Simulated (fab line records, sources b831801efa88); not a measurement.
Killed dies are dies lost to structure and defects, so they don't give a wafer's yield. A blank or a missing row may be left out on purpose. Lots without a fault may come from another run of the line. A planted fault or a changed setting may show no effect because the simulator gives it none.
A struck lot beside a sound one | flow sfq_line | 42 steps out of a route of 325
Sound: wafers L569.1, L569.4, L569.6. Struck: wafers L581.1, L581.5. (L581.3 of the same lot was not struck and is left out.) The cause comes at the end.
At each step with rows: each side's tool, then ch and its chambers, then its first start. Under that, the readings that differ: sound wafers | struck wafers | difference of the means | sigmas: that difference in standard deviations of wafers without a fault.
alike: readings whose means differ by less than 2 such deviations, and words and numbers that are the same on both sides. not compared: withheld readings, readings that some wafer has no value for, bounds like >300 that may hide the same value, and numbers for which the record gives no deviation and whose values overlap.
The two part at a step that has a row with sigmas, a row that says differs or no value, or rows on one side only. Numbers that don't overlap but have no deviation are shown without sigmas and don't part them. A reading that every wafer of one side lacks parts them only if that side has two wafers or more.

first, 2 steps without rows for these wafers: SFQ_TRILAYER_R5_DEP_SPUTTER_133 (material MoNx, target thk 40 nm, time 66.7 s); SFQ_TRILAYER_R5_DEP_SPUTTER_134 (material Ti, target thk 5 nm, time 5 s).
SFQ_R5_RS_MEAS_933: measures by four-point-probe.
  sound on film_metro-01, day 56 01:18; struck on film_metro-01, day 65 12:11
  alike: R5_MONX_RS
SFQ_R5_THK_MEAS_934: measures by xrf.
  sound on film_metro-01, day 56 01:25; struck on film_metro-01, day 65 12:19
  alike: R5_MONX_THK
then, 6 steps without rows for these wafers: SFQ_TRILAYER_R5_LITHO_COAT_141 (resist thk 62 nm); SFQ_TRILAYER_R5_LITHO_COAT_136 (resist thk 600 nm); SFQ_TRILAYER_R5_LITHO_SOFTBAKE_140; SFQ_TRILAYER_R5_LITHO_EXPOSE_137 (exposes mask R5, target cd 500 nm); SFQ_TRILAYER_R5_LITHO_PEB_139 (peb time 60 s); SFQ_TRILAYER_R5_LITHO_DEVELOP_138 (time 60 s).
SFQ_R5_OVL_MEAS_935:
  sound on overlay-01, day 56 05:40; struck on overlay-02, day 65 14:37
  alike: R5_OVL
SFQ_TRILAYER_R5_BARC_OPEN_METAL_ETCH_177: etches BARC in O2, target depth 125 nm, time 41.7 s.
  sound on rie_metal-04 ch 0, day 56 05:43; struck on rie_metal-04 ch 0, day 65 14:39
  alike: drypump_motor_current_A, oes_product_au
  not compared: rf_hours_counter_h
SFQ_TRILAYER_R5_ETCH_METAL_ETCH_139: etches the open film in Cl2, stops on SiO2, target depth 60 nm, time 40 s.
  sound on rie_metal-04 ch 0, day 56 05:46; struck on rie_metal-04 ch 0, day 65 14:43
  reading                                             | sound             | struck      | difference | sigmas
  oes_product_au (a.u.)                               | 0.986 0.998 0.990 | 0.868 0.876 | -0.119     | -20
  model.etch.depth_nm (nm)                            | 59.57 59.81 60    | 47.22 47.33 | -12.52     |
  model.R5.feature_depth_nm (nm)                      | 59.57 59.81 60    | 47.22 47.33 | -12.52     |
  model.KrF_of_TRILAYER_R5_LITHO_COAT_136.thk_nm (nm) | 499.6 500 500.4   | 505.6 504.7 | +5.1       |
  alike: drypump_motor_current_A
  not compared: rf_hours_counter_h
then, 9 steps without rows for these wafers: SFQ_TRILAYER_R5_STRIP_STRIP_140 (strips in O2); SFQ_TRILAYER_R5_STRIP_SOLV_CLEAN_141 (cleans in NMP, time 600 s); SFQ_TRILAYER_A5C_DEP_PECVD_142 (deposits SiO2 from SiH4/N2O, time 15.556 s, target thk 70 nm); SFQ_TRILAYER_I5_LITHO_COAT_149 (resist thk 62 nm); SFQ_TRILAYER_I5_LITHO_COAT_144 (resist thk 650 nm); SFQ_TRILAYER_I5_LITHO_SOFTBAKE_148; SFQ_TRILAYER_I5_LITHO_EXPOSE_145 (exposes mask I5, target cd 700 nm); SFQ_TRILAYER_I5_LITHO_PEB_147 (peb time 60 s); SFQ_TRILAYER_I5_LITHO_DEVELOP_146 (time 60 s).
-- the record jumps here: 4 days lie between the struck wafers' starts before and after --
SFQ_I5_OVL_MEAS_936:
  sound on overlay-01, day 60 17:04; struck on overlay-02, day 69 15:01
  reading     | sound  | struck | difference | sigmas
  I5_OVL (nm) | 7 8 11 | -11 -5 | -17        | -3
then, 2 steps without rows for these wafers: SFQ_TRILAYER_I5_BARC_OPEN_VIA_ETCH_200 (etches BARC in O2, target depth 125 nm, time 41.7 s); SFQ_TRILAYER_I5_ETCH_VIA_ETCH_147 (etches the open film in CHF3, stops on Nb, target depth 360 nm).
SFQ_TRILAYER_I5_STRIP_STRIP_148: strips in O2.
  sound on rie_metal-01 ch 0, day 60 17:18; struck on rie_metal-04 ch 0, day 69 15:14
  alike: drypump_motor_current_A, oes_product_au
  not compared: rf_hours_counter_h
then, 7 steps without rows for these wafers: SFQ_TRILAYER_I5_STRIP_SOLV_CLEAN_149 (cleans in NMP, time 600 s); SFQ_TRILAYER_C5_LITHO_COAT_156 (resist thk 62 nm); SFQ_TRILAYER_C5_LITHO_COAT_151 (resist thk 650 nm); SFQ_TRILAYER_C5_LITHO_SOFTBAKE_155; SFQ_TRILAYER_C5_LITHO_EXPOSE_152 (exposes mask C5, target cd 500 nm); SFQ_TRILAYER_C5_LITHO_PEB_154 (peb time 60 s); SFQ_TRILAYER_C5_LITHO_DEVELOP_153 (time 60 s).
-- the record jumps here: 5 days lie between the struck wafers' starts before and after --
SFQ_C5_OVL_MEAS_937:
  sound on overlay-02, day 61 11:47; struck on overlay-01, day 74 06:43
  alike: C5_OVL
SFQ_TRILAYER_C5_BARC_OPEN_VIA_ETCH_210: etches BARC in O2, target depth 125 nm, time 41.7 s.
  sound on rie_diel-04 ch 0,3, day 61 11:49; struck on rie_diel-02 ch 2, day 74 06:44
  alike: drypump_motor_current_A, oes_product_au
  not compared: rf_hours_counter_h
SFQ_TRILAYER_C5_ETCH_VIA_ETCH_154: etches SiO2 in CHF3, stops on Nb, target depth 84 nm.
  sound on rie_diel-04 ch 0,3, day 61 11:52; struck on rie_diel-02 ch 2, day 74 06:47
  alike: drypump_motor_current_A, oes_product_au
SFQ_TRILAYER_C5_STRIP_STRIP_155: strips in O2.
  sound on rie_metal-02 ch 0,1, day 61 11:55; struck on rie_metal-01 ch 0,1, day 74 06:50
  alike: drypump_motor_current_A, oes_product_au
  not compared: rf_hours_counter_h
then, 3 steps without rows for these wafers: SFQ_TRILAYER_C5_STRIP_SOLV_CLEAN_156 (cleans in NMP, time 600 s); SFQ_TRILAYER_M6_DEP_PRE_CLEAN_158 (time 22.5 s); SFQ_TRILAYER_M6_DEP_SPUTTER_157 (material Nb, target thk 200 nm, time 133.3 s).
SFQ_M6_RS_MEAS_938: measures by four-point-probe.
  sound on film_metro-04, day 61 12:49; struck on film_metro-03, day 74 07:44
  alike: M6_NB_RS
-- the record jumps here: 6 days lie between the struck wafers' starts before and after (it left off in module M6 and takes up again in module M8, whose first step shown is number 325 of the route) --
SFQ_M8_BOW_MEAS_951:
  sound on film_metro-03, day 76 21:42; struck on film_metro-03, day 79 21:53
  reading                       | sound    | struck | difference | sigmas
  model.etest.r5.comb_log10_ohm | 12 12 12 | 0 0    | -12        |
  alike: M8_BOW

WHERE THEY PART
First at SFQ_TRILAYER_R5_ETCH_METAL_ETCH_139; last, within this record, at SFQ_I5_OVL_MEAS_936. Later steps at which nothing parts them and some readings are alike: SFQ_TRILAYER_I5_STRIP_STRIP_148, SFQ_C5_OVL_MEAS_937, SFQ_TRILAYER_C5_BARC_OPEN_VIA_ETCH_210, SFQ_TRILAYER_C5_ETCH_VIA_ETCH_154, SFQ_TRILAYER_C5_STRIP_STRIP_155, SFQ_M6_RS_MEAS_938, SFQ_M8_BOW_MEAS_951.

WHY: what the simulator had put in
Process parameter drift: rie_metal-04, from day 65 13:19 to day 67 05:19, at SFQ_TRILAYER_R5_ETCH_METAL_ETCH_139. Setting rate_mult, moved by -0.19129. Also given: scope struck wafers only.
